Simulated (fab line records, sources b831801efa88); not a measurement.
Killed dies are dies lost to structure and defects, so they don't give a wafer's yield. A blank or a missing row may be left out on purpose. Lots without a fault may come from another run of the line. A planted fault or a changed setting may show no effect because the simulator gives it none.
fab line records | flow sky130
record lots=5 wafers=15 last_day=50
route steps=708 shown METAL2@497 VIA2@507 METAL3@532 CAPM@537 PAD_OPEN@708
lots that met no fault: from a run of the same line without faults
start_h: hours from the record's first day to the start of the lot's first wafer shown | wait_h: hours since the lot's step before | " the same as in the row above | L1.1+2: a row that stands for several wafers | - no value, or no start given | * or withheld: withheld | < > ~ a bound
route shown NAME@n: a module of which the file shows steps, and the number in the route of the first | usual: mean/standard deviation of fault-free wafers | same: alike in all rows | chamber/n: place in a boat | sites: the reading at each site | _std_site: their standard deviation | _edge_site: outer sites' mean less inner sites' | radius_mm: how far each site lies from the wafer's centre | mask NAME#n: copy n | behind: the tool/chamber that last shaped the wafer | hold: why the lot was held/for how many hours/how that ended | device: the transistor (n, p or np) that didn't switch | end of line: the same wafers' tests at the end of the route | a step without rows: its recipe alone | killed: dies lost to structure and defects at the first sort, not the wafer's yield | map: a wafer's dies, x killed, . not, _ none there
set.NAME: the setting as run; set.NAME@STEP: as run at that earlier step | model.NAME: the simulator's own value behind a step, which no gauge read
lots at some steps of the route; a table a step, a row a wafer
services: from which hour (start_h, from the record's first day; less than 0 if before it) a tool's chamber was out of use, for how many hours, and why
## steps
# step SKY_METAL2_DEVELOP_14
# recipe develop_time_s=60 resist=KrF-thick dev_temp_c=21
# step SKY_METAL2_CD_MEAS_15
# recipe target_cd_nm=140
# usual cd_nm=140.1/1.6
# columns lot.wafer tool chamber start_h wait_h cd_nm
L805.2 cd_sem-01 - 852.85 - 136.6
L805.4 " - " " 137.3
L805.5 " - " " 137.7
L808.1 cd_sem-02 - 882.07 - 143.0
L808.5 " - " " 142.9
L808.6 " - " " 142.1
L809.1 cd_sem-02 - 886.57 - 140.8
L809.2 " - " " 140.9
L809.3 " - " " 141.4
L817.1 cd_sem-01 - 975.17 - 138.1
L817.5 " - " " 139.4
L817.6 " - " " 139.5
L819.4 cd_sem-02 - 994.98 - 139.7
L819.5 " - " " 138.7
L819.6 " - " " 141.0
# step SKY_METAL2_OVL_MEAS_16
# usual METAL2_OVL=1/5.6
# columns lot.wafer tool chamber start_h wait_h METAL2_OVL[nm]
L805.2 overlay-02 - 852.96 0.1 4
L805.4 " - " " 6
L805.5 " - " " 1
L808.1 overlay-01 - 882.19 0.1 -2
L808.5 " - " " -8
L808.6 " - " " -5
L809.1 overlay-01 - 886.69 0.1 0
L809.2 " - " " 5
L809.3 " - " " 5
L817.1 overlay-02 - 975.29 0.1 13
L817.5 " - " " 11
L817.6 " - " " 12
L819.4 overlay-01 - 995.06 0.1 -2
L819.5 " - " " 5
L819.6 " - " " 2
# step SKY_METAL2_DESCUM_17
# recipe chemistry=O2 source_power_w=150 bias_power_w=0 pressure_mtorr=10 temp_c=40 time_s=8
# step SKY_METAL2_ETCH_18
# recipe chemistry=N2/H2 target=BARC ion_energy_ev=200 bias_w=100 pressure_mtorr=30 n2_flow_sccm=100 h2_flow_sccm=200 icp_w=500 stop_on=SiO2 time_s=45.9 target_depth_a=600
# step SKY_METAL2_METAL_ETCH_19
# recipe target_depth_a=3600 stop_on=SiO2 over_etch_frac=0.3 time_s=78 chemistry=Cl2/BCl3 resist_sidewall_deg=88 pressure_mtorr=10 icp_w=900 bias_w=48.5 Cl2_flow_sccm=60 bcl3_flow_sccm=30
# usual drypump_motor_current_A=5.9/0.42 he_backside_leak_sccm=3.4/0.31 oes_product_au=0.855/0.0052 rf_fwd_power_W=892/3.2 throttle_valve_pct=22.264/0.01
# columns lot.wafer tool chamber start_h wait_h drypump_motor_current_A he_backside_leak_sccm oes_product_au rf_fwd_power_W rf_hours_counter_h throttle_valve_pct
L805.2 rie_metal-02 1 853.28 0.2 6.1 3.2 0.846 894 - 22.283
L805.4 " 1 " " 6.1 3.0 0.856 897 - 22.269
L805.5 " 1 " " 6.1 3.0 0.851 896 - 22.280
L808.1 rie_metal-03 1 882.32 0.0 6.8 3.3 0.863 894 4 22.251
L808.5 " 1 " " 6.8 3.5 0.856 899 - 22.267
L808.6 " 0 " " 6.1 3.7 0.849 892 - 22.295
L809.1 rie_metal-03 0 886.82 0.0 6.1 3.4 0.849 890 19 22.261
L809.2 " 1 " " 6.8 3.4 0.854 891 4 22.278
L809.3 " 1 " " 6.8 3.2 0.855 891 - 22.260
L817.1 rie_metal-02 1 975.46 0.1 6.1 3.0 0.855 894 12 22.265
L817.5 " 0 " " 5.4 3.1 0.859 890 - 22.252
L817.6 " 1 " " 6.1 3.2 0.858 895 - 22.269
L819.4 rie_metal-02 0 995.21 0.1 5.3 3.0 0.856 885 - 22.269
L819.5 " 0 " " 5.3 5.9 0.854 887 - 22.291
L819.6 " 1 " " 6.1 3.2 0.858 892 - 22.262
# step SKY_METAL2_STRIP_20
# recipe chemistry=O2/N2 power_w=1400 pressure_mtorr=1500 platen_temp_c=withheld o2_flow_sccm=3000 n2_flow_sccm=300 overash_fraction=0.5
# usual drypump_motor_current_A=6.0/0.37 oes_product_au=0.343/0.005 strip_time_to_endpoint_s=2.70/0.049
# columns lot.wafer tool chamber start_h wait_h drypump_motor_current_A oes_product_au rf_hours_counter_h strip_time_to_endpoint_s
L805.2 plasma_asher-04 0 853.48 0.2 5.8 0.344 42 2.65
L805.4 " 1 " " 5.7 0.345 - 2.64
L805.5 " 1 " " 5.7 0.339 - 2.65
L808.1 plasma_asher-04 1 882.41 0.1 5.7 0.339 45 2.69
L808.5 " 1 " " 5.7 0.349 - 2.70
L808.6 " 0 " " 5.8 0.351 - 2.71
L809.1 plasma_asher-04 1 886.91 0.1 5.7 0.338 45 2.70
L809.2 " 0 " " 5.8 0.342 45 2.70
L809.3 " 1 " " 5.7 0.348 - 2.71
L817.1 plasma_asher-01 1 975.58 0.1 6.6 0.334 23 2.64
L817.5 " 0 " " 5.6 0.336 - 2.66
L817.6 " 1 " " 6.6 0.345 - 2.63
L819.4 plasma_asher-02 0 995.30 0.1 6.0 0.339 - 2.68
L819.5 " 1 " " 6.1 0.348 - 2.70
L819.6 " 0 " " 6.0 0.342 - 2.67
# step SKY_METAL2_STRIP_21
# recipe chemistry=post_etch_residue_remover time_s=1200 temp_c=72.5
# step SKY_METAL2_CLEAN_22
# recipe chemistry=IPA time_s=180 temp_c=25
# step SKY_METAL2_CLEAN_23
# recipe chemistry=O3/DIW dry=n2_spin
# step SKY_VIA2_HDPCVD_00
# recipe material=SiO2 target_thk_nm=1180 sigma_open_frac=0.3 time_s=196.7 temp_c=400 sih4_flow_sccm=60 pressure_mtorr=6
# step SKY_VIA2_THK_MEAS_01
# recipe reads=SiO2_of_VIA2_HDPCVD_00
# usual VIA2_HDPCVD_THK=1182/10
# columns lot.wafer tool chamber start_h wait_h VIA2_HDPCVD_THK[nm]
L805.2 film_metro-03 - 854.21 0.1 1178
L805.4 " - " " 1179
L805.5 " - " " 1192
L808.1 film_metro-02 - 883.14 0.1 1170
L808.5 " - " " 1166
L808.6 " - " " 1185
L809.1 film_metro-04 - 887.63 0.1 1181
L809.2 " - " " 1181
L809.3 " - " " 1170
L817.1 film_metro-04 - 976.64 0.1 1182
L817.5 " - " " 1195
L817.6 " - " " 1181
L819.4 film_metro-03 - 996.04 0.0 1190
L819.5 " - " " 1187
L819.6 " - " " 1190
# step SKY_VIA2_CMP_02
# recipe material=SiO2 down_force_psi=4 platen_rpm=60 pad_velocity_m_s=0.94248
# usual motor_current_A=12.9/0.85
# columns lot.wafer tool chamber start_h wait_h motor_current_A model.SiO2_of_VIA2_HDPCVD_00.thk_nm
L805.2 cmp-02 0 854.36 0.1 12.7 495.6
L805.4 " 1 " " 12.3 494.8
L805.5 " 2 " " 13.8 495.3
L808.1 cmp-02 3 883.35 0.2 11.7 494.6
L808.6 " 0 " " 13.5 496.7
L808.5 " 1 " " 12.8 497.3
L809.3 cmp-02 0 887.69 0.0 13.1 494.6
L809.1 " 1 " " 11.9 496.1
L809.2 " 2 " " 13.8 618.5
L817.1 cmp-02 2 976.75 0.1 14.7 495.8
L817.6 " 1 " " 13.2 497.8
L817.5 " 2 " " 14.5 495.8
L819.4 cmp-01 0 996.22 0.2 12.6 493
L819.6 " 1 " " 12.4 493.4
L819.5 " 2 " " 13.5 494.4
# step SKY_VIA2_BOW_MEAS_03
# recipe mode=bow
# usual VIA2_BOW=84/7.7
# columns lot.wafer tool chamber start_h wait_h VIA2_BOW[um]
L805.2 film_metro-04 - 854.58 0.2 89
L805.4 " - " " 92
L805.5 " - " " 72
L808.1 film_metro-03 - 883.50 0.1 86
L808.5 " - " " 75
L808.6 " - " " 78
L809.1 film_metro-02 - 887.99 0.2 79
L809.2 " - " " 90
L809.3 " - " " 78
L817.1 film_metro-03 - 977.00 0.2 83
L817.5 " - " " 73
L817.6 " - " " 77
L819.4 film_metro-04 - 996.43 0.2 77
L819.5 " - " " 88
L819.6 " - " " 88
# step SKY_VIA2_DEHYDRATE_04
# recipe temp_c=200 time_s=60
# step SKY_VIA2_HMDS_05
# recipe prime_time_s=60 prime_temp_c=120
# step SKY_VIA2_COAT_06
# recipe resist=BARC temp_c=withheld time_s=withheld spin_rpm=3000 resist_thk_nm=60
# step SKY_VIA2_COAT_07
# recipe resist=KrF-thick spin_rpm=3000 resist_thk_nm=450
# step SKY_VIA2_SOFTBAKE_08
# recipe temp_c=100 time_s=90 resist=KrF-thick
# step SKY_VIA2_EXPOSE_09
# recipe mask_id=VIM2 na=0.8 source_shape=annular sigma_inner=0.55 sigma_outer=0.85 target_cd_nm=200 dose_mj=38
# step SKY_VIA2_PEB_10
# recipe peb_temp_c=withheld peb_time_s=withheld resist=KrF-thick
# step SKY_VIA2_DEVELOP_11
# recipe develop_time_s=60 resist=KrF-thick dev_temp_c=21
# step SKY_VIA2_CD_MEAS_12
# recipe target_cd_nm=200
# usual cd_nm=199.7/1.7
# columns lot.wafer tool chamber start_h wait_h cd_nm
L805.2 cd_sem-01 - 881.10 - 199.5
L805.4 " - " " 199.5
L805.5 " - " " 200.7
L808.1 cd_sem-02 - 908.63 - 199.5
L808.5 " - " " 198.4
L808.6 " - " " 200.0
L809.1 cd_sem-01 - 913.89 - 202.2
L809.2 " - " " 202.1
L809.3 " - " " 202.1
L817.1 cd_sem-01 - 1000.53 - 197.5
L817.5 " - " " 198.4
L817.6 " - " " 198.3
L819.4 cd_sem-01 - 1018.54 - 199.2
L819.5 " - " " 196.7
L819.6 " - " " 197.6
# step SKY_VIA2_OVL_MEAS_13
# usual VIA2_OVL=-2/5
# columns lot.wafer tool chamber start_h wait_h VIA2_OVL[nm]
L805.2 overlay-02 - 881.20 0.1 -3
L805.4 " - " " -7
L805.5 " - " " -3
L808.1 overlay-01 - 908.75 0.1 7
L808.5 " - " " -2
L808.6 " - " " 0
L809.1 overlay-02 - 914.01 0.1 0
L809.2 " - " " -3
L809.3 " - " " -1
L817.1 overlay-01 - 1000.65 0.1 1
L817.5 " - " " 3
L817.6 " - " " -3
L819.4 overlay-01 - 1018.62 0.1 4
L819.5 " - " " 1
L819.6 " - " " 3
# step SKY_VIA2_ETCH_14
# recipe chemistry=N2/H2 target=BARC ion_energy_ev=200 source_w=500 bias_w=100 pressure_mtorr=30 n2_flow_sccm=100 h2_flow_sccm=200 stop_on=SiO2 time_s=45.9 target_depth_a=600
# usual drypump_motor_current_A=5.4/0.52 oes_product_au=0.854/0.0045 rf_fwd_power_W=494.9/1.7 throttle_valve_pct=13.226/0.0088
# columns lot.wafer tool chamber start_h wait_h drypump_motor_current_A oes_product_au rf_fwd_power_W rf_hours_counter_h throttle_valve_pct
L805.2 rie_diel-03 0 881.23 0.0 6.4 0.851 494.8 7 13.217
L805.4 " 1 " " 6.4 0.859 496.2 13 13.230
L805.5 " 2 " " 5.1 0.852 494.8 - 13.220
L808.1 rie_diel-01 1 908.79 0.0 5.2 0.857 492.9 26 13.227
L808.5 " 2 " " 4.7 0.850 494.8 - 13.228
L808.6 " 1 " " 5.2 0.853 494.1 - 13.227
L809.1 rie_diel-01 3 914.05 0.0 5.7 0.845 493.2 4 13.224
L809.2 " 2 " " 4.7 0.851 495.9 17 13.231
L809.3 " 1 " " 5.2 0.855 493.8 26 13.227
L817.1 rie_diel-01 2 1000.69 0.0 4.7 0.848 496.6 20 13.222
L817.5 " 3 " " 5.7 0.865 493.2 - 13.230
L817.6 " 1 " " 5.2 0.848 493.2 - 13.222
L819.4 rie_diel-03 2 1018.64 0.0 5.1 0.856 498.3 18 13.228
L819.5 " 0 " " 6.4 0.856 498.1 - 13.231
L819.6 " 3 " " 5.2 0.859 496.0 - 13.219
# step SKY_VIA2_ETCH_15
# recipe target=SiO2 chemistry=C4F8/O2/Ar target_depth_nm=546 stop_on=TiN mask_material=KrF-thick source_w=1500 bias_w=1200 pressure_mtorr=40 c4f8_flow_sccm=withheld O2_flow_sccm=6 Ar_flow_sccm=300 time_s=84
# usual oes_product_au=0.939/0.0044 rf_fwd_power_W=1490/5.1
# columns lot.wafer tool chamber start_h wait_h oes_product_au rf_fwd_power_W rf_hours_counter_h model.VIA2.feature_depth_nm model.etch.depth_nm
L805.2 rie_diel-03 0 881.27 0.0 0.935 1497 7 495.6 495.6
L805.4 " 1 " " 0.941 1496 13 494.8 494.8
L805.5 " 2 " " 0.931 1488 - 495.3 495.3
L808.1 rie_diel-01 1 908.83 0.0 0.937 1492 26 494.6 494.6
L808.5 " 2 " " 0.942 1494 - 497.3 497.3
L808.6 " 1 " " 0.939 1489 - 496.7 496.7
L809.1 rie_diel-01 3 914.09 0.0 0.942 1485 4 496.1 496.1
L809.2 " 2 " " 0.990 1488 17 540.1 540.1
L809.3 " 1 " " 0.940 1490 26 494.6 494.6
L817.1 rie_diel-01 2 1000.73 0.0 0.939 1492 20 495.8 495.8
L817.5 " 3 " " 0.943 1485 - 495.8 495.8
L817.6 " 1 " " 0.936 1489 - 497.8 497.8
L819.4 rie_diel-03 2 1018.68 0.0 0.937 1487 18 493 493
L819.5 " 0 " " 0.939 1491 - 494.4 494.4
L819.6 " 3 " " 0.933 1487 - 493.4 493.4
# step SKY_VIA2_STRIP_16
# recipe chemistry=O2/N2 power_w=1400 pressure_mtorr=1500 platen_temp_c=withheld o2_flow_sccm=3000 n2_flow_sccm=300 overash_fraction=0.5
# step SKY_VIA2_STRIP_17
# recipe chemistry=post_etch_residue_remover time_s=1200 temp_c=72.5
# step SKY_VIA2_CLEAN_18
# recipe chemistry=IPA time_s=180 temp_c=25
# step SKY_VIA2_CLEAN_19
# recipe chemistry=O3/DIW dry=n2_spin
# step SKY_VIA2_SPUTTER_20
# recipe material=TiN target_thk_nm=20 chamber_pressure_pa=5 power_w=4000 time_s=80
# step SKY_VIA2_CVD_21
# recipe material=W target_thk_nm=420 time_s=126.4 temp_c=400 pressure_torr=40
# usual heater_power_w=794/42
# columns lot.wafer tool chamber start_h wait_h heater_power_w
L805.2 cvd_w-01 0 882.10 0.0 774
L805.4 " 1 " " 746
L805.5 " 1 " " 756
L808.1 cvd_w-02 0 909.55 0.0 833
L808.5 " 0 " " 835
L808.6 " 1 " " 826
L809.1 cvd_w-02 1 914.81 0.0 814
L809.2 " 0 " " 818
L809.3 " 1 " " 812
L817.1 cvd_w-01 0 1001.46 0.0 759
L817.5 " 1 " " 704
L817.6 " 0 " " 763
L819.4 cvd_w-02 0 1019.44 0.1 857
L819.5 " 1 " " 814
L819.6 " 0 " " 836
# step SKY_VIA2_RS_MEAS_22
# recipe thk_meas_gauge=four-point-probe reads=W_of_VIA2_CVD_21+TiN_of_VIA2_SPUTTER_20
# usual VIA2_W_RS=0.2724/0.0028
# columns lot.wafer tool chamber start_h wait_h VIA2_W_RS[ohm/sq]
L805.2 film_metro-02 - 882.25 0.1 0.2728
L805.4 " - " " 0.2730
L805.5 " - " " 0.2753
L808.1 film_metro-03 - 909.68 0.1 0.2726
L808.5 " - " " 0.2674
L808.6 " - " " 0.2740
L809.1 film_metro-03 - 914.95 0.1 0.2690
L809.2 " - " " 0.2680
L809.3 " - " " 0.2698
L817.1 film_metro-04 - 1001.59 0.1 0.2752
L817.5 " - " " 0.2722
L817.6 " - " " 0.2731
L819.4 film_metro-03 - 1019.59 0.1 0.2732
L819.5 " - " " 0.2735
L819.6 " - " " 0.2751
# step SKY_VIA2_THK_MEAS_23
# recipe thk_meas_gauge=xrf reads=W_of_VIA2_CVD_21
# usual VIA2_W_THK=429/5.7
# columns lot.wafer tool chamber start_h wait_h VIA2_W_THK[nm]
L805.2 film_metro-02 - 882.36 0.1 433
L805.4 " - " " 435
L805.5 " - " " 430
L808.1 film_metro-03 - 909.80 0.1 425
L808.5 " - " " 433
L808.6 " - " " 423
L809.1 film_metro-03 - 915.07 0.1 427
L809.2 " - " " 427
L809.3 " - " " 427
L817.1 film_metro-04 - 1001.71 0.1 423
L817.5 " - " " 430
L817.6 " - " " 427
L819.4 film_metro-03 - 1019.68 0.1 421
L819.5 " - " " 424
L819.6 " - " " 420
# step SKY_VIA2_CMP_24
# recipe stop_on=SiO2 t_overpolish_s=20 down_force_psi=3.5 platen_rpm=60 target_thk_nm=0 pad_velocity_m_s=0.94248
# step SKY_METAL3_SPUTTER_00
# recipe material=Ti target_thk_nm=15 power_w=3000 time_s=10 chamber_pressure_pa=0.4
# usual throttle_valve_pct=30.0/1.2
# columns lot.wafer tool chamber start_h wait_h throttle_valve_pct
L805.2 pvd_sputter-04 - 882.71 0.2 29.3
L805.4 " - " " 31.4
L805.5 " - " " 30.5
L808.1 pvd_sputter-02 - 910.16 0.1 31.0
L808.5 " - " " 30.8
L808.6 " - " " 28.0
L809.1 pvd_sputter-04 - 915.49 0.2 29.2
L809.2 " - " " 29.8
L809.3 " - " " 30.2
L817.1 pvd_sputter-01 - 1002.07 0.1 28.0
L817.5 " - " " 30.5
L817.6 " - " " 28.1
L819.4 pvd_sputter-04 - 1020.01 0.2 31.9
L819.5 " - " " 32.0
L819.6 " - " " 29.4
# step SKY_METAL3_SPUTTER_01
# recipe material=TiN target_thk_nm=20 power_w=6500 time_s=16.7 chamber_pressure_pa=0.4
# step SKY_METAL3_SPUTTER_02
# recipe material=AlCu target_thk_nm=735 power_w=10600 time_s=39.1 chamber_pressure_pa=0.4
# step SKY_METAL3_SPUTTER_03
# recipe material=Ti target_thk_nm=5 power_w=3000 time_s=3.3 chamber_pressure_pa=0.4
# step SKY_METAL3_SPUTTER_04
# recipe material=TiN target_thk_nm=70 power_w=6500 time_s=58.3 chamber_pressure_pa=0.4
# step SKY_CAPM_CVD_00
# recipe material=SiO2 target_thk_nm=15.5 temp_c=400 time_s=withheld rf_w=450
# step SKY_CAPM_THK_MEAS_01
# recipe reads=SiO2_of_CAPM_CVD_00
# usual CAPM_CVD_00_THK=15.54/0.21
# columns lot.wafer tool chamber start_h wait_h CAPM_CVD_00_THK[nm]
L805.2 film_metro-01 - 882.90 - 15.66
L805.4 " - " " 15.82
L805.5 " - " " 16.02
L808.1 film_metro-04 - 910.33 - 15.37
L808.5 " - " " 15.63
L808.6 " - " " 15.42
L809.1 film_metro-02 - 915.67 - 15.23
L809.2 " - " " 15.51
L809.3 " - " " 15.38
L817.1 film_metro-02 - 1002.24 - 15.21
L817.5 " - " " 15.70
L817.6 " - " " 15.35
L819.4 film_metro-01 - 1020.21 - 15.60
L819.5 " - " " 15.85
L819.6 " - " " 15.73
# step SKY_METAL3_METAL_ETCH_18
# recipe target_depth_a=8450 stop_on=SiO2 over_etch_frac=0.3 time_s=183.1 chemistry=Cl2/BCl3 resist_sidewall_deg=88 pressure_mtorr=10 icp_w=900 bias_w=48.5 Cl2_flow_sccm=60 bcl3_flow_sccm=30
# usual drypump_motor_current_A=6.1/0.5 he_backside_leak_sccm=3.3/0.45 oes_product_au=0.868/0.0062 rf_fwd_power_W=896/3.3 throttle_valve_pct=22.263/0.008
# columns lot.wafer tool chamber start_h wait_h drypump_motor_current_A he_backside_leak_sccm oes_product_au rf_fwd_power_W rf_hours_counter_h throttle_valve_pct model.SiO2_of_VIA2_HDPCVD_00.thk_nm
L805.2 rie_metal-01 0 934.88 0.0 5.7 5.2 0.869 893 7 22.256 466
L805.4 " 1 " " 5.5 3.0 0.858 900 - 22.260 464.9
L805.5 " 0 " " 5.7 3.0 0.857 893 - 22.262 465.9
L808.1 rie_metal-02 0 961.63 0.0 5.4 3.2 0.877 900 3 22.274 464.6
L808.5 " 0 " " 5.4 3.1 0.865 896 - 22.266 467.2
L808.6 " 1 " " 6.1 3.1 0.880 896 - 22.266 466.7
L809.1 rie_metal-02 0 965.24 0.0 5.3 3.1 0.863 895 3 22.255 466.1
L809.2 " 1 " " 6.1 3.1 0.852 894 11 22.270 588.5
L809.3 " 0 " " 5.3 3.1 0.861 893 - 22.262 464.9
L817.1 rie_metal-01 0 1047.45 0.0 5.7 3.2 0.871 900 12 22.271 466.5
L817.5 " 1 " " 5.5 3.0 0.880 904 - 22.274 466.1
L817.6 " 0 " " 5.7 3.3 0.871 897 - 22.250 468.2
L819.4 rie_metal-01 1 1065.45 0.1 5.5 3.1 0.867 902 - 22.258 463
L819.5 " 1 " " 5.5 3.1 0.867 902 - 22.251 464.5
L819.6 " 0 " " 5.7 3.1 0.870 893 - 22.247 463.6
# step SKY_PAD_OPEN_PROBE_99
# usual defect_limited_yield=82.5/1.9 killed_at_M0_to_M3=44/7.3 killed_at_M4_up=3.2/1.8 killed_at_contacts=24/5.4 killed_at_front_end=16/4.4 killed_at_other=0.3/0.48 killed_dies=86/9.5 killed_open=47/7.7 killed_short=39/6.4
# same gross_dies=492 killed_at_back_side=0
# columns lot.wafer tool chamber start_h wait_h defect_limited_yield[%] killed_at_M0_to_M3 killed_at_M4_up killed_at_contacts killed_at_front_end killed_at_other killed_dies killed_open killed_short model.etest.tester.sort_n_pass model.etest.tester.sort_bin_5_pct model.etest.tester.sort_yield_pct model.etest.nfet_05v0_nvt.open model.etest.pfet_01v8.under_floor model.etest.met1.open model.etest.diode_ndiff_pwell_hv.under_floor model.etest.iso_nwell_nwell.under_floor
L805.2 prober-02 - 1102.24 0.1 80.9 47 2 25 19 1 94 45 49 398 11.99 80.89 0 0 0 0 0
L805.4 prober-02 - 1102.34 0.2 83.1 41 2 21 18 1 83 52 31 409 11.59 83.13 0 0 0 0 0
L805.5 prober-02 - 1102.39 0.2 82.5 46 1 18 21 0 86 45 41 406 10.98 82.52 0 0 0 0 0
L808.1 prober-01 - 1124.09 0.1 83.3 44 1 23 14 0 82 47 35 410 10.37 83.33 0 0 0 0 0
L808.5 prober-01 - 1124.29 0.2 80.1 51 5 32 10 0 98 54 44 394 14.02 80.08 0 0 0 0 0
L808.6 prober-01 - 1124.34 0.2 79.5 60 1 24 16 0 101 55 46 391 13.41 79.47 0 0 0 0 0
L809.1 prober-02 - 1126.78 0.1 80.9 43 2 31 18 0 94 58 36 398 11.99 80.89 0 0 0 0 0
L809.2 prober-02 - 1126.83 0.1 80.7 55 3 18 18 1 95 55 40 0 92.89 0 1 1 1 1 1
L809.3 prober-02 - 1126.88 0.2 79.9 50 3 34 11 1 99 59 40 393 11.38 79.88 0 0 0 0 0
L817.1 prober-02 - 1189.79 0.1 82.9 56 3 14 11 0 84 44 40 408 10.77 82.93 0 0 0 0 0
L817.5 prober-02 - 1189.99 0.2 81.9 34 6 27 22 0 89 49 40 403 11.38 81.91 0 0 0 0 0
L817.6 prober-02 - 1190.04 0.2 79.5 55 0 24 20 2 101 53 48 391 11.38 79.47 0 0 0 0 0
L819.4 prober-01 - 1203.44 0.2 81.1 48 2 28 15 0 93 58 35 399 13.21 81.1 0 0 0 0 0
L819.5 prober-01 - 1203.49 0.2 79.7 59 3 22 16 0 100 57 43 392 10.77 79.67 0 0 0 0 0
L819.6 prober-01 - 1203.54 0.2 81.7 42 5 27 16 0 90 52 38 402 11.38 81.71 0 0 0 0 0
# killed by level:class
L805.2 CONTACT:geometric_particle:open=15 VIA1:geometric_particle:open=8 FIELD_ISO:geometric_particle:short=7 VIA2:geometric_particle:open=7 METAL2:geometric_particle:short=6 VIA1:geometric_particle:short=5 VIA2:geometric_particle:short=5 METAL3:geometric_particle:short=5
L805.4 FIELD_ISO:geometric_particle:open=11 CONTACT:geometric_particle:open=10 VIA1:geometric_particle:open=9 LI_CONTACT:geometric_particle:open=6 VIA3:geometric_particle:open=4 METAL1:geometric_particle:short=4 METAL3:geometric_particle:short=4 VIA1:geometric_particle:short=4
L805.5 VIA1:geometric_particle:open=11 METAL2:geometric_particle:short=10 FIELD_ISO:geometric_particle:open=8 CONTACT:geometric_particle:open=7 METAL1:geometric_particle:short=7 LOCAL_INTERCONNECT:geometric_particle:short=6 POLY_GATE:geometric_particle:open=5 VIA2:geometric_particle:open=5
L808.1 VIA3:geometric_particle:open=9 CONTACT:geometric_particle:open=8 VIA1:geometric_particle:open=8 FIELD_ISO:geometric_particle:open=5 VIA3:geometric_particle:short=5 FIELD_ISO:geometric_particle:short=4 LI_CONTACT:geometric_particle:open=4 CONTACT:geometric_particle:short=4
L808.5 CONTACT:geometric_particle:open=11 VIA1:geometric_particle:open=10 VIA2:geometric_particle:open=9 CONTACT:geometric_particle:short=7 LI_CONTACT:geometric_particle:open=6 VIA3:geometric_particle:open=6 LOCAL_INTERCONNECT:geometric_particle:short=5 METAL1:geometric_particle:open=4
L808.6 VIA1:geometric_particle:short=12 VIA1:geometric_particle:open=11 VIA3:geometric_particle:open=9 LI_CONTACT:geometric_particle:open=8 METAL1:geometric_particle:short=7 CONTACT:geometric_particle:open=7 VIA2:geometric_particle:open=6 CONTACT:geometric_particle:short=5
L809.1 VIA2:geometric_particle:open=11 CONTACT:geometric_particle:open=10 VIA1:geometric_particle:open=10 LI_CONTACT:geometric_particle:open=8 CONTACT:geometric_particle:short=6 SPACER:geometric_particle:open=5 VIA3:geometric_particle:open=5 FIELD_ISO:geometric_particle:open=4
L809.2 VIA1:geometric_particle:open=15 VIA3:geometric_particle:open=12 VIA2:geometric_particle:open=7 FIELD_ISO:geometric_particle:short=5 POLY_GATE:geometric_particle:open=5 VIA1:geometric_particle:short=5 LOCAL_INTERCONNECT:geometric_particle:short=5 CONTACT:geometric_particle:open=5
L809.3 CONTACT:geometric_particle:open=16 VIA1:geometric_particle:open=13 VIA2:geometric_particle:open=11 VIA1:geometric_particle:short=7 CONTACT:geometric_particle:short=6 LI_CONTACT:geometric_particle:open=6 LOCAL_INTERCONNECT:geometric_particle:short=5 VIA2:geometric_particle:short=5
L817.1 VIA3:geometric_particle:open=16 VIA1:geometric_particle:open=8 VIA1:geometric_particle:short=7 METAL2:geometric_particle:short=7 CONTACT:geometric_particle:open=6 VIA2:geometric_particle:open=5 FIELD_ISO:geometric_particle:open=4 POLY_GATE:geometric_particle:short=4
L817.5 CONTACT:geometric_particle:open=12 VIA1:geometric_particle:open=9 LI_CONTACT:geometric_particle:open=7 FIELD_ISO:geometric_particle:open=6 VIA1:geometric_particle:short=6 FIELD_ISO:geometric_particle:short=5 POLY_GATE:geometric_particle:short=4 LI_CONTACT:geometric_particle:short=4
L817.6 VIA1:geometric_particle:open=18 CONTACT:geometric_particle:open=8 FIELD_ISO:geometric_particle:short=7 METAL1:geometric_particle:short=6 VIA2:geometric_particle:open=6 FIELD_ISO:geometric_particle:open=5 LI_CONTACT:geometric_particle:open=5 LOCAL_INTERCONNECT:geometric_particle:short=5
L819.4 VIA1:geometric_particle:open=19 VIA3:geometric_particle:open=9 LI_CONTACT:geometric_particle:open=7 LOCAL_INTERCONNECT:geometric_particle:short=7 CONTACT:geometric_particle:open=7 VIA2:geometric_particle:open=7 POLY_GATE:geometric_particle:short=5 SPACER:geometric_particle:short=4
L819.5 METAL1:geometric_particle:short=10 VIA1:geometric_particle:open=9 VIA3:geometric_particle:open=8 CONTACT:geometric_particle:open=7 VIA1:geometric_particle:short=7 POLY_GATE:geometric_particle:open=6 VIA2:geometric_particle:open=6 LI_CONTACT:geometric_particle:open=6
L819.6 CONTACT:geometric_particle:open=11 VIA1:geometric_particle:open=10 VIA2:geometric_particle:open=9 LI_CONTACT:geometric_particle:open=8 POLY_GATE:geometric_particle:short=6 METAL1:geometric_particle:short=5 POLY_GATE:geometric_particle:open=4 LOCAL_INTERCONNECT:geometric_particle:short=4
## services
# columns tool chamber start_h hours kind
rie_diel-01 2 829.43 2.7 repair
rie_metal-03 1 833.97 4.0 repair
rie_metal-02 - 870.25 28.1 pm
cvd_w-02 - 886.81 1.4 repair
cvd_w-01 - 889.82 6.9 pm
rie_diel-03 0 900.14 3.5 repair
cmp-02 - 906.44 1.8 repair
rie_diel-01 - 906.66 1.5 repair
rie_diel-01 0 906.69 19.8 repair
rie_metal-02 0 911.27 20.4 repair
pvd_sputter-04 - 913.26 2.2 repair
rie_metal-01 - 913.88 0.4 repair
cmp-02 - 918.30 0.5 repair
rie_diel-03 1 930.45 2.5 repair
cmp-02 - 946.01 2.4 repair
plasma_asher-04 - 947.46 2.5 repair
cmp-02 - 954.34 1.3 repair
rie_metal-01 - 959.83 14.6 pm
rie_metal-01 1 976.82 3.3 repair
pvd_sputter-04 - 993.61 7.5 repair
rie_diel-01 1 1005.26 24.7 repair
plasma_asher-04 - 1020.83 0.8 repair
rie_diel-01 3 1029.71 4.7 repair
cvd_w-02 1 1060.23 6.2 repair
## key
first_sign step=SKY_VIA2_ETCH_15 reading=oes_product_au direction=up sigmas=12 usual=0.939 struck=0.990
effect none on later readings
model_effect step=SKY_VIA2_CMP_02 value=SiO2_of_VIA2_HDPCVD_00.thk_nm without=494.8 struck=618.5
model_effect step=SKY_VIA2_ETCH_15 value=VIA2.feature_depth_nm without=494.8 struck=540.1
model_effect step=SKY_METAL3_METAL_ETCH_18 value=SiO2_of_VIA2_HDPCVD_00.thk_nm without=464.8 struck=588.5
model_effect step=SKY_PAD_OPEN_PROBE_99 value=etest.tester.sort_n_pass without=397 struck=0
met_at SKY_VIA2_CMP_02
struck_wafers L809.2
onset_between 883.35 887.69
fault kind=process_parameter_drift tool=cmp-02 chamber=- onset_h=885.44 steps=SKY_VIA2_CMP_02 channel=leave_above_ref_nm offset=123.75 shape=step end_h=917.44 scope=struck_wafers_only acts_in=these_recipes_only stated=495
